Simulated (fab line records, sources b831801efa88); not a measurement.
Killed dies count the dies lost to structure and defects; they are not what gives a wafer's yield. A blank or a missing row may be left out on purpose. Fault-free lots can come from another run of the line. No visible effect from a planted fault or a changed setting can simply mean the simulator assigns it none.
Lot-split experiment    flow gf180mcu    23 wafers read across 5 lots, on a route 602 steps long

ON THE SPLIT
At GF_CONTACT_SPUTTER_22 (material Ti, target thk 15 nm, time 80.02 s), the setting power_w was moved away from the recipe's 2500 W on 6 of the 23 wafers read, by -10.5% to -7.4%. For the rest of the wafers, this setting stayed at what the recipe calls for.

The reading is taken at the split's own step.

THE READING
Ti_of_CONTACT_SPUTTER_22.thk_nm (the simulator's own value, which no gauge read), in nm, at GF_CONTACT_SPUTTER_22 (material Ti, target thk 15 nm, time 80.02 s). The file gives no usual value for it. Here, 17 wafers ran the recipe; their average is 14.86 nm with a standard deviation of 0.19 nm.

wafer   tool, chamber at the split  power_w as run, W  against the recipe  Ti_of_CONTACT_SPUTTER_22.thk_nm, nm  against lot-mates on the recipe
L074.1  pvd_sputter-01, -           2500               recipe              14.73                                -
L074.2  pvd_sputter-01, -           2500               recipe              14.72                                -
L074.3  pvd_sputter-01, -           2500               recipe              14.54                                -
L074.4  pvd_sputter-01, -           2500               recipe              14.88                                -
L074.6  pvd_sputter-01, -           2500               recipe              14.76                                -
L075.1  pvd_sputter-01, -           2500               recipe              14.81                                -
L075.2  pvd_sputter-01, -           2500               recipe              14.83                                -
L075.3  pvd_sputter-01, -           2500               recipe              14.9                                 -
L075.5  pvd_sputter-01, -           2500               recipe              14.8                                 -
L075.6  pvd_sputter-01, -           2500               recipe              15.17                                -
L077.1  pvd_sputter-01, -           2237               -10.5%              13.57                                -1.37
L077.2  pvd_sputter-01, -           2237               -10.5%              13.34                                -1.60
L077.4  pvd_sputter-01, -           2500               recipe              14.74                                -
L077.5  pvd_sputter-01, -           2237               -10.5%              13.23                                -1.71
L077.6  pvd_sputter-01, -           2500               recipe              15.14                                -
L080.1  pvd_sputter-01, -           2500               recipe              14.99                                -
L080.3  pvd_sputter-01, -           2500               recipe              15.27                                -
L080.5  pvd_sputter-01, -           2500               recipe              14.98                                -
L081.1  pvd_sputter-02, -           2315               -7.4%               13.37                                -1.31
L081.2  pvd_sputter-02, -           2500               recipe              14.71                                -
L081.3  pvd_sputter-02, -           2315               -7.4%               13.52                                -1.16
L081.4  pvd_sputter-02, -           2500               recipe              14.65                                -
L081.6  pvd_sputter-02, -           2315               -7.4%               13.51                                -1.17

FIT RESULTS
A straight line over all 23 wafers: Ti_of_CONTACT_SPUTTER_22.thk_nm changes by +0.155 nm for each +1% of power_w; r = +0.95; the points scatter about the line by 0.21 nm.
The same after taking each lot's own level away (the mean of its wafers on the recipe; 23 wafers): +0.153 nm for each +1%; r = +0.98; scatter 0.14 nm.
On that fit, the largest move of power_w shifts the reading by 1.6 nm.
Measured against the standard deviation above, the lots' own levels, which go from 14.680 to 15.080 nm, span 2.1 times it.
The two slopes agree, so the slope changes little with the lot-to-lot level.
Check: for one of the wafers moved furthest among these (-10.5%), held out of the fit, the line's prediction against its lot-mates is -1.68 nm. It came out at -1.37 nm against them.

THE OTHER SPLITS THESE WAFERS WENT THROUGH
Note: prior to the reading, these wafers also went through further splits. Each is held against what the fit with the lots' levels taken away leaves over:
other split on the same wafers    wafers away from the commonest value  r with Ti_of_CONTACT_SPUTTER_22.thk_nm (lot level and that fit taken away)
GF_CONTACT_COAT_09 resist_thk_nm  7                                     +0.16

THE FILE'S OWN FIT
Ti_of_CONTACT_SPUTTER_22.thk_nm changes by +0.154 nm for each +1% of power_w, r = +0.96.
